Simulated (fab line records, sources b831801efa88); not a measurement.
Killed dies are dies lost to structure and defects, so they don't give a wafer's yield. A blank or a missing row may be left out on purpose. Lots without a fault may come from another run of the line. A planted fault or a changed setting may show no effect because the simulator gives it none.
Which tool did it? | flow gf180mcu | 6 lots, 18 wafers sampled, at 3 steps of a route of 602

WHAT THE GAUGES READ, wafer by wafer
GF_HV_LDD_CD_MEAS_46: target cd 400 nm.
lot  | measured     | on        | cd_nm (nm)
L647 | day 12 21:47 | cd_sem-02 | 402.4 398.8 401.5
L650 | day 14 00:55 | cd_sem-02 | 398.9 401.2 399.6
L652 | day 14 20:29 | cd_sem-01 | 399.0 397.5 398.3
L654 | day 15 09:09 | cd_sem-01 | 398.8 398.9 397.4
L657 | day 16 13:06 | cd_sem-02 | 400.6 398.5 398.4
L664 | day 18 19:48 | cd_sem-01 | - - -

WHICH TOOL RAN EACH LOT (tool, then ch and the chambers of the sampled wafers, then the start)
lot  | GF_STI_ETCH_13                    | GF_HV_LDD_EXPOSE_43
L647 | rie_diel-01 ch 0,1,2, day 2 11:57 | iline_stepper-02 ch 0, day 12 12:16
L650 | rie_diel-04 ch 0,2,3, day 3 03:15 | iline_stepper-02 ch 0, day 13 14:49
L652 | rie_diel-01 ch 0,2,3, day 3 13:06 | iline_stepper-01 ch 0, day 14 10:26
L654 | rie_diel-04 ch 0,2,3, day 4 00:24 | iline_stepper-02 ch 0, day 14 22:55
L657 | rie_diel-02 ch 1,2,3, day 4 16:24 | iline_stepper-01 ch 0, day 16 02:11
L664 | rie_diel-04 ch 1,2,3, day 6 03:44 | iline_stepper-02 ch 0, day 18 07:47
- GF_STI_ETCH_13: etches the open film in CHF3/O2, stops on Si, target depth 282.31 nm, time 112.9 s.
- GF_HV_LDD_EXPOSE_43: exposes mask Pplus HV AREA, target cd 400 nm.

THE ANSWER, worked out from the rows above alone
Rule: what is usual is taken from the lots themselves. Put in order of their means at a reading, lots are off if they are a third of the lots or fewer, leave a main group of 4 or more, and stand apart from it by a gap of 3 or more times the standard deviation of the main group's means; of several such gaps the widest counts. A main group whose means are all the same, to the digits that the tables above print for the reading, isn't used. A lot without any number at a reading at which 4 lots or more have one is off too. The other lots that the step has rows for count as sound.
Off: L664, at GF_HV_LDD_CD_MEAS_46 (cd_nm). Without a number there: L664. The main group: mean 399.3 nm, standard deviation 0.99.
A tool fits if, at a process step before that reading, it ran every lot that is off, and no sound lot after the first of them. The gauges at GF_HV_LDD_CD_MEAS_46 are tried like those tools. Can't be told from this: 3 tools fit, rie_diel-04 at GF_STI_ETCH_13, iline_stepper-02 at GF_HV_LDD_EXPOSE_43, cd_sem-01 at GF_HV_LDD_CD_MEAS_46.

WHAT THE SIMULATOR HAD PUT IN
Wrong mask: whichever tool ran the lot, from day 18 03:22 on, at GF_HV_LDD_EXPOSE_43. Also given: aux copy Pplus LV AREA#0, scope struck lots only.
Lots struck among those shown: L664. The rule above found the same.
